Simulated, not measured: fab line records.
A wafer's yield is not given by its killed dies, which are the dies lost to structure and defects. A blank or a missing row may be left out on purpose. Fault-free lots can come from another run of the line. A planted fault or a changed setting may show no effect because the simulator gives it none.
Code-filled problem report in 8D (eight disciplines) form ; flow gf180mcu ; the parts of the form that need people (team, actions taken, sign-off) are left out

## 1. PROBLEM STATEMENT
At GF_HV_LDD_DEVELOP_45, developerTempC averages 23.69 C over 6 wafers from 2 lots, while fault-free wafers read 22.99 C, standard deviation 0.1. That is +7.0 standard deviations from the usual mean.
The step: develop time 60 s.
Seen first at day 16 17:40 on lithoTrack-02, wafer L834.1. At this step, 42 wafers from 14 lots have a number in the record. The rule behind "out" and "out of limits": a value lying over 4 standard deviations away from the usual mean. The rest of the wafers with a number are treated as sound.

## 2. WHAT IT IS, AND WHAT IT ISN'T
question;is;is not
which readings at this step;developerTempC;-
which lots;L834, L837;L822, L823, L824, L826, L828, L829, L839, L840, L841, L843, L844, L845
which wafers of those lots;all that have a number;-
read on which tools;lithoTrack-02;lithoTrack-01, lithoTrack-03
when;from day 16 17:40;"up to then (18 sound wafers); but 18 sound wafers of L839, L840, L841, L843, L844, L845 came after"

## 3. WHAT RULES OUT EACH SUSPECT
Counting: a tool at any process step up to the reading remains a suspect when it ran all the lots that are out and ran no sound lot after the first of those.
- lithoTrack-02 at GF_HV_LDD_DEVELOP_45 (develop time 60 s): ruled out as a lasting fault. Sound lots L845 ran on it after its first lot that is out, L834 (day 16 17:40).
Left after counting: nothing in the record.

## 4. THE CAUSE (what the simulator had put in)
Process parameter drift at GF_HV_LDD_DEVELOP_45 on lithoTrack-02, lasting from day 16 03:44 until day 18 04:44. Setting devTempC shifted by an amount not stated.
Counting ruled it out, wrongly.

## 5. SEQUENCE OF EFFECTS, ordered by route
Rows list readings where the struck wafers' mean (over those with a number) sits beyond 3 standard deviations from the usual. Only readings whose record carries a usual standard deviation are examined. hours: median over the lots of the time between each lot's start at the first step of this table that gives one and its start at this step. sigmas: the change, counted in usual standard deviations.
hours;step;reading;usual;on struck wafers;change;sigmas
0;GF_HV_LDD_DEVELOP_45;developerTempC;22.99 C;23.69;+0.70;+7.0
The process steps in it:
- GF_HV_LDD_DEVELOP_45: develop time 60 s.
Later steps that measure or inspect, where all struck wafers having a row at the step show a number for every such reading and not one has moved that far: GF_M3_THK_MEAS_06, GF_V3_THK_MEAS_01.

## 6. HOW IT WOULD HAVE BEEN CAUGHT EARLIER
First out-of-limits reading in this record: day 16 17:40, which is 14 hours after fault onset at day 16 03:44.
